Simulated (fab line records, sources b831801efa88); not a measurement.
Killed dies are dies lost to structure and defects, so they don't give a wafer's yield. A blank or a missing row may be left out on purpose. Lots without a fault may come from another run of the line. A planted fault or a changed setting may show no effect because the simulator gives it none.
Chamber matching | flow gf180mcu | GF_M5_ETCH_09 on rie_diel-01: 4 sister chambers
The step etches Si3N4 in CF4/O2, target depth 52 nm, time 11.6 s. 16 wafers are shown with their chamber, then 7 later ones without.

WAFERS WITH THEIR CHAMBER
wafer  | chamber | oes_product_au (a.u.) | throttle_valve_pct (%) | cf4_flow_sccm (sccm)
L348.1 | 0       | 0.995                 | 5.967                  | 79.88
L348.3 | 2       | 0.996                 | 5.967                  | 80.33
L348.6 | 1       | 0.988                 | 5.979                  | 79.89
L351.1 | 3       | 1.010                 | 5.980                  | 80.29
L351.5 | 2       | 0.989                 | 5.971                  | 79.76
L351.6 | 1       | 0.994                 | 5.966                  | 80.04
L355.1 | 1       | 0.999                 | 5.968                  | 80.28
L357.6 | 1       | 1.005                 | 5.966                  | 80.46
L363.4 | 0       | 1.008                 | 5.975                  | 80.15
L363.5 | 2       | 0.995                 | 5.979                  | 79.80
L363.6 | 1       | 0.988                 | 5.976                  | 80.05
L365.1 | 2       | 1.005                 | 5.961                  | 79.81
L365.3 | 0       | 1.016                 | 5.978                  | 80.02
L365.5 | 0       | 1.009                 | 5.965                  | 79.82
L366.1 | 2       | 1.004                 | 5.978                  | 80.46
L366.3 | 0       | 1.003                 | 5.970                  | 80.13

SIGNATURES (means of the wafers above)
reading            | chamber 0 | chamber 1 | chamber 2 | chamber 3 | scatter within a chamber
oes_product_au     | 1.00620   | 0.99480   | 0.99780   | 1.01000   | 0.00728
throttle_valve_pct | 5.97100   | 5.97100   | 5.97120   | 5.98000   | 0.00642
cf4_flow_sccm      | 80.0000   | 80.1440   | 80.0320   | 80.2900   | 0.248
Rule: a wafer's distance from a chamber is the root of the sum, over the readings, of the square of ((its reading less the chamber's mean) divided by the reading's scatter). The wafer belongs to the nearest chamber; if the next one is less than 2 further off, it can't be placed. The scatter: the root of (the sum of the squares of (reading less its chamber's mean) over the shown wafers, divided by (wafers less chambers)).

WAFERS WITHOUT THEIR CHAMBER
wafer  | oes_product_au (a.u.) | throttle_valve_pct (%) | cf4_flow_sccm (sccm)
L366.5 | 0.979                 | 5.968                  | 80.23
L368.2 | 1.016                 | 5.993                  | 80.06
L368.4 | 0.995                 | 5.968                  | 80.08
L368.5 | 0.993                 | 5.965                  | 80.11
L370.3 | 1.002                 | 5.969                  | 79.92
L370.4 | 1.019                 | 5.963                  | 80.00
L370.5 | 1.008                 | 5.973                  | 79.93

WHICH CHAMBER EACH WENT THROUGH
wafer  | from the rows above               | in truth
L366.5 | can't be placed: 1 or 2 or 0      | 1
L368.2 | can't be placed: 3 or 0 or 2      | 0
L368.4 | can't be placed: 1 or 2 or 0      | 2
L368.5 | can't be placed: 1 or 2 or 0      | 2
L370.3 | can't be placed: 0 or 2 or 1 or 3 | 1
L370.4 | can't be placed: 0 or 3 or 2 or 1 | 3
L370.5 | can't be placed: 0 or 2 or 3 or 1 | 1
Placed correctly: 0 of 7. Can't be placed from these rows: 7 (the true chamber is among the candidates in 7). Placed wrongly: 0.
